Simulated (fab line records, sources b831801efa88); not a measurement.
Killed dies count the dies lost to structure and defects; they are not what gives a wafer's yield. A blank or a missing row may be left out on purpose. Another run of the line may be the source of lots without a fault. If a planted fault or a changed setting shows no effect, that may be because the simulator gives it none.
Which tool did it? + flow sky130 + Sampling: 24 lots, 72 wafers, 6 of 708 route steps

WHAT THE GAUGES READ, wafer by wafer
SKY_CONTACT_THK_MEAS_26: measures by xrf. Usual: CONTACT_W_THK 347 nm, standard deviation 6.6.
| lot  | measured     | on            | CONTACT_W_THK (nm) | flag |
|------|--------------|---------------|--------------------|------|
| L074 | day 32 11:29 | film-metro-03 | 351 352 348        |      |
| L075 | day 32 22:01 | film-metro-03 | 349 347 347        |      |
| L076 | day 33 01:11 | film-metro-02 | 341 345 343        |      |
| L077 | day 33 14:44 | film-metro-02 | 346 343 345        |      |
| L078 | day 33 23:41 | film-metro-04 | 354 350 352        |      |
| L079 | day 33 23:52 | film-metro-02 | 343 333 342        |      |
| L080 | day 34 07:04 | film-metro-02 | 347 341 351        |      |
| L081 | day 34 22:55 | film-metro-04 | 349 345 354        |      |
| L082 | day 35 04:28 | film-metro-04 | 360 352 353        |      |
| L083 | day 35 13:26 | film-metro-03 | 341 351 341        |      |
| L084 | day 35 17:53 | film-metro-04 | 360 362 362        |      |
| L085 | day 36 03:58 | film-metro-02 | 347 334 337        |      |
| L086 | day 36 04:59 | film-metro-03 | 348 350 348        |      |
| L087 | day 36 14:13 | film-metro-02 | 348 334 345        |      |
| L088 | day 37 01:48 | film-metro-02 | 351 346 341        |      |
| L089 | day 37 07:41 | film-metro-03 | 339 352 351        |      |
| L090 | day 37 21:57 | film-metro-03 | 352 354 348        |      |
| L091 | day 38 01:56 | film-metro-03 | 341 346 346        |      |
| L092 | day 38 03:33 | film-metro-04 | 346 359 355        |      |
| L093 | day 38 09:00 | film-metro-02 | 341 345 341        |      |
| L094 | day 38 18:31 | film-metro-03 | 345 356 352        |      |
| L095 | day 39 04:55 | film-metro-02 | 337 345 350        |      |
| L096 | day 39 05:36 | film-metro-04 | 357 356 349        |      |
| L097 | day 39 09:02 | film-metro-04 | 351 350 360        |      |

SKY_METAL1_OVL_MEAS_16. Usual: METAL1_OVL 3 nm, standard deviation 6.
| lot  | measured     | on         | METAL1_OVL (nm) | flag |
|------|--------------|------------|-----------------|------|
| L074 | day 33 14:58 | overlay-01 | -2 -2 4         |      |
| L075 | day 34 01:56 | overlay-02 | 0 8 -1          |      |
| L076 | day 34 05:29 | overlay-02 | 4 5 2           |      |
| L077 | day 34 18:52 | overlay-02 | 1 -3 2          |      |
| L078 | day 35 03:35 | overlay-01 | 7 8 4           |      |
| L079 | day 35 03:48 | overlay-02 | -4 7 4          |      |
| L080 | day 35 10:29 | overlay-02 | 15 15 8         |      |
| L081 | day 36 02:48 | overlay-02 | -3 1 2          |      |
| L082 | day 36 08:20 | overlay-01 | 6 19 18         |      |
| L083 | day 36 17:08 | overlay-02 | -2 12 -2        |      |
| L084 | day 36 21:37 | overlay-02 | -2 4 -8         |      |
| L085 | day 37 07:29 | overlay-02 | 9 5 7           |      |
| L086 | day 37 08:40 | overlay-02 | 3 6 6           |      |
| L087 | day 37 17:44 | overlay-02 | -13 -4 -2       |      |
| L088 | day 38 04:44 | overlay-02 | -1 -6 2         |      |
| L089 | day 38 10:52 | overlay-01 | 8 3 9           |      |
| L090 | day 39 01:05 | overlay-02 | -9 -8 1         |      |
| L091 | day 39 04:55 | overlay-01 | -4 11 1         |      |
| L092 | day 39 06:14 | overlay-02 | 0 8 -1          |      |
| L093 | day 39 11:59 | overlay-02 | 3 10 2          |      |
| L094 | day 39 21:11 | overlay-01 | 2 7 6           |      |
| L095 | day 40 06:07 | overlay-01 | 6 6 7           |      |
| L096 | day 40 07:39 | overlay-02 | -7 -12 5        |      |
| L097 | day 40 11:08 | overlay-02 | -5 10 -10       |      |

SKY_VIA1_RS_MEAS_22: the measuring method here is four-point-probe. Usual: VIA1_W_RS 0.435 ohm/sq, standard deviation 0.0059.
| lot  | measured     | on            | VIA1_W_RS (ohm/sq) | flag |
|------|--------------|---------------|--------------------|------|
| L074 | day 34 20:55 | film-metro-03 | 0.426 0.431 0.434  |      |
| L075 | day 35 07:24 | film-metro-01 | 0.435 0.443 0.436  |      |
| L076 | day 35 10:52 | film-metro-01 | 0.439 0.442 0.443  |      |
| L077 | day 36 00:13 | film-metro-01 | 0.435 0.431 0.438  |      |
| L078 | day 36 08:26 | film-metro-03 | 0.445 0.435 0.442  |      |
| L079 | day 36 09:24 | film-metro-04 | 0.444 0.437 0.429  |      |
| L080 | day 36 15:57 | film-metro-04 | 0.444 0.431 0.437  |      |
| L081 | day 37 07:39 | film-metro-01 | 0.428 0.450 0.440  |      |
| L082 | day 37 12:47 | film-metro-03 | 0.426 0.434 0.425  |      |
| L083 | day 37 22:02 | film-metro-04 | 0.439 0.447 0.431  |      |
| L084 | day 38 03:07 | film-metro-03 | 0.436 0.432 0.442  |      |
| L085 | day 38 12:32 | film-metro-03 | 0.434 0.427 0.436  |      |
| L086 | day 38 14:10 | film-metro-03 | 0.430 0.438 0.431  |      |
| L087 | day 38 21:26 | film-metro-03 | 0.436 0.434 0.427  |      |
| L088 | day 39 10:20 | film-metro-04 | 0.438 0.428 0.436  |      |
| L089 | day 39 15:44 | film-metro-01 | 0.425 0.437 0.429  |      |
| L090 | day 40 05:46 | film-metro-01 | 0.431 0.433 0.443  |      |
| L091 | day 40 09:14 | film-metro-01 | 0.433 0.445 0.431  |      |
| L092 | day 40 09:36 | film-metro-04 | 0.443 0.432 0.429  |      |
| L093 | day 40 15:28 | film-metro-01 | 0.428 0.426 0.431  |      |
| L094 | day 41 00:10 | film-metro-04 | 0.435 0.438 0.443  |      |
| L095 | day 41 08:58 | film-metro-04 | 0.434 0.437 0.436  |      |
| L096 | day 41 10:41 | film-metro-03 | 0.444 0.440 0.434  |      |
| L097 | day 41 13:51 | film-metro-01 | 0.431 0.436 0.431  |      |

SKY_VIA4_OVL_MEAS_11. Usual: VIA4_OVL -0.4 nm, standard deviation 1.3.
| lot  | measured     | on         | VIA4_OVL (nm)  | flag |
|------|--------------|------------|----------------|------|
| L074 | day 43 21:10 | overlay-02 | 0.1 -1.3 -0.4  |      |
| L075 | day 44 05:51 | overlay-02 | 2.9 2.0 4.2    |      |
| L076 | day 44 03:37 | overlay-02 | -0.1 -1.2 -0.6 |      |
| L077 | day 44 18:34 | overlay-01 | -1.4 -1.7 0.6  |      |
| L078 | day 45 01:07 | overlay-02 | 0.5 1.8 1.9    |      |
| L079 | day 45 02:28 | overlay-01 | -0.4 -0.3 0.5  |      |
| L080 | day 45 06:50 | overlay-01 | -1.0 -1.1 0.1  |      |
| L081 | day 45 20:31 | overlay-01 | 0.4 -0.4 -1.7  |      |
| L082 | day 46 01:19 | overlay-01 | -0.6 2.2 1.0   |      |
| L083 | day 46 07:15 | overlay-02 | 0.3 -0.6 -2.7  |      |
| L084 | day 46 13:16 | overlay-02 | -1.5 0.8 0.2   |      |
| L085 | day 46 19:03 | overlay-01 | 0.5 -0.2 -0.8  |      |
| L086 | day 46 19:40 | overlay-01 | -0.7 0.7 -1.7  |      |
| L087 | day 47 04:37 | overlay-02 | -0.9 0.3 0.8   |      |
| L088 | day 47 13:10 | overlay-02 | -1.0 -0.4 -0.9 |      |
| L089 | day 47 18:16 | overlay-02 | -1.0 0.1 0.0   |      |
| L090 | day 48 04:22 | overlay-01 | -1.4 -0.7 -0.6 |      |
| L091 | day 48 09:36 | overlay-02 | -0.9 -2.3 -0.8 |      |
| L092 | day 48 10:19 | overlay-01 | -1.3 -0.3 1.3  |      |
| L093 | day 48 13:48 | overlay-02 | -0.6 -1.4 -2.1 |      |
| L094 | day 48 19:43 | overlay-02 | -2.4 -0.8 -2.3 |      |
| L095 | day 49 03:01 | overlay-02 | -2.5 -1.2 -1.2 |      |
| L096 | day 49 04:23 | overlay-01 | -2.6 -1.0 -1.4 |      |
| L097 | day 49 07:15 | overlay-02 | -2.8 -0.4 1.7  |      |

TOOL THAT RAN EACH LOT (tool first, then ch and the chambers of the sampled wafers, then the start)
| lot  | SKY_METAL3_ETCH_17                 | SKY_VIA4_CMP_02               |
|------|------------------------------------|-------------------------------|
| L074 | rie-diel-02 ch 1,3, day 39 13:24   | cmp-02 ch 0,3, day 42 21:09   |
| L075 | rie-diel-02 ch 0,1,3, day 39 23:59 | cmp-01 ch 1,2,3, day 43 06:35 |
| L076 | rie-diel-03 ch 0,1,3, day 39 23:20 | cmp-01 ch 0,1,2, day 43 05:16 |
| L077 | rie-diel-03 ch 1,2, day 40 13:14   | cmp-01 ch 0,1,2, day 43 19:20 |
| L078 | rie-diel-03 ch 1,2, day 40 19:54   | cmp-01 ch 0,2,3, day 44 02:01 |
| L079 | rie-diel-04 ch 0,1, day 40 23:05   | cmp-01 ch 1,2, day 44 03:40   |
| L080 | rie-diel-03 ch 0,2,3, day 41 03:14 | cmp-02 ch 0,2,3, day 44 08:54 |
| L081 | rie-diel-02 ch 0,2, day 41 18:05   | cmp-02 ch 1,2, day 44 21:34   |
| L082 | rie-diel-03 ch 0,1,3, day 41 23:08 | cmp-01 ch 0,2,3, day 45 02:54 |
| L083 | rie-diel-03 ch 1,2, day 42 05:33   | cmp-02 ch 1,2,3, day 45 08:52 |
| L084 | rie-diel-04 ch 0,1, day 42 13:12   | cmp-02 ch 1,2,3, day 45 15:33 |
| L085 | rie-diel-03 ch 0,1,2, day 42 20:07 | cmp-01 ch 0,1,2, day 45 21:20 |
| L086 | rie-diel-02 ch 1,2, day 42 20:48   | cmp-02 ch 2,3, day 45 22:01   |
| L087 | rie-diel-04 ch 0,1, day 43 05:53   | cmp-02 ch 0,3, day 46 08:23   |
| L088 | rie-diel-03 ch 1,2,3, day 43 16:32 | cmp-02 ch 0,1,3, day 46 16:49 |
| L089 | rie-diel-03 ch 1,3, day 43 21:47   | cmp-01 ch 0,1, day 46 21:30   |
| L090 | rie-diel-03 ch 1,2, day 44 08:53   | cmp-02 ch 0,2, day 47 07:53   |
| L091 | rie-diel-02 ch 1,2, day 44 14:23   | cmp-01 ch 0,2,3, day 47 13:35 |
| L092 | rie-diel-04 ch 0,1,2, day 44 14:57 | cmp-02 ch 2,3, day 47 13:59   |
| L093 | rie-diel-02 ch 0,1,2, day 44 19:17 | cmp-01 ch 0,2, day 47 17:53   |
| L094 | rie-diel-03 ch 0,1,2, day 45 02:27 | cmp-01 ch 0,1,2, day 48 00:20 |
| L095 | rie-diel-02 ch 0,2,3, day 45 11:05 | cmp-01 ch 0,1,3, day 48 07:30 |
| L096 | rie-diel-04 ch 1,2,3, day 45 12:38 | cmp-01 ch 0,1, day 48 08:25   |
| L097 | rie-diel-02 ch 0,1,2, day 45 16:38 | cmp-01 ch 1,2,3, day 48 12:10 |
- SKY_METAL3_ETCH_17: etches SiO2 in C4F8/O2/Ar, stops on TiN, time 3.9 s, target depth 15 nm.
- SKY_VIA4_CMP_02: polishes SiO2.

WHAT THE TOOLS THEMSELVES READ (means of the sampled wafers that have a number; where no wafer has one, the mark that the record gives instead)
SKY_METAL3_ETCH_17. Usual: 0.750 a.u. for oes-product-au, sd 0.0073.
| lot  | tool        | oes-product-au (a.u.) | flag |
|------|-------------|-----------------------|------|
| L074 | rie-diel-02 | 0.757                 |      |
| L075 | rie-diel-02 | 0.749                 |      |
| L076 | rie-diel-03 | 0.752                 |      |
| L077 | rie-diel-03 | 0.753                 |      |
| L078 | rie-diel-03 | 0.759                 |      |
| L079 | rie-diel-04 | 0.754                 |      |
| L080 | rie-diel-03 | 0.756                 |      |
| L081 | rie-diel-02 | 0.750                 |      |
| L082 | rie-diel-03 | 0.740                 |      |
| L083 | rie-diel-03 | 0.741                 |      |
| L084 | rie-diel-04 | 0.749                 |      |
| L085 | rie-diel-03 | 0.751                 |      |
| L086 | rie-diel-02 | 0.753                 |      |
| L087 | rie-diel-04 | 0.749                 |      |
| L088 | rie-diel-03 | 0.753                 |      |
| L089 | rie-diel-03 | 0.758                 |      |
| L090 | rie-diel-03 | 0.745                 |      |
| L091 | rie-diel-02 | 0.742                 |      |
| L092 | rie-diel-04 | 0.746                 |      |
| L093 | rie-diel-02 | 0.757                 |      |
| L094 | rie-diel-03 | 0.757                 |      |
| L095 | rie-diel-02 | 0.752                 |      |
| L096 | rie-diel-04 | 0.748                 |      |
| L097 | rie-diel-02 | 0.742                 |      |

SKY_VIA4_CMP_02. Usual: 12.3 A for motor-current-A, sd 1.4.
| lot  | tool   | motor-current-A (A) | flag |
|------|--------|---------------------|------|
| L074 | cmp-02 | 10.8                |      |
| L075 | cmp-01 | 12.8                |      |
| L076 | cmp-01 | 12.1                |      |
| L077 | cmp-01 | 12.5                |      |
| L078 | cmp-01 | 12.3                |      |
| L079 | cmp-01 | 12.4                |      |
| L080 | cmp-02 | 12.1                |      |
| L081 | cmp-02 | 12.2                |      |
| L082 | cmp-01 | 12.4                |      |
| L083 | cmp-02 | 13.3                |      |
| L084 | cmp-02 | 13.3                |      |
| L085 | cmp-01 | 12.1                |      |
| L086 | cmp-02 | 13.9                |      |
| L087 | cmp-02 | 10.7                |      |
| L088 | cmp-02 | 12.1                |      |
| L089 | cmp-01 | 11.9                |      |
| L090 | cmp-02 | 10.9                |      |
| L091 | cmp-01 | 12.2                |      |
| L092 | cmp-02 | 14.1                |      |
| L093 | cmp-01 | 12.1                |      |
| L094 | cmp-01 | 12.3                |      |
| L095 | cmp-01 | 12.0                |      |
| L096 | cmp-01 | 12.4                |      |
| L097 | cmp-01 | 12.9                |      |

THE ANSWER, worked out from the rows above alone
Rule: a lot counts as off when the mean over its wafers that have a number is more than 3 standard deviations away from the usual mean. Also off: a lot with no number at a reading for which 4 or more lots have one. Any other lot the step has rows for is counted as sound. First the gauges in route order, then the tools' own readings, where a lot's mean is used as printed above. The first step at which some lot is off is used, and at that step the reading that is off furthest; a lot without a number counts as furthest.
Across all readings shown, no lot is off: no conclusion can be drawn from this.

WHAT THE SIMULATOR PUT IN
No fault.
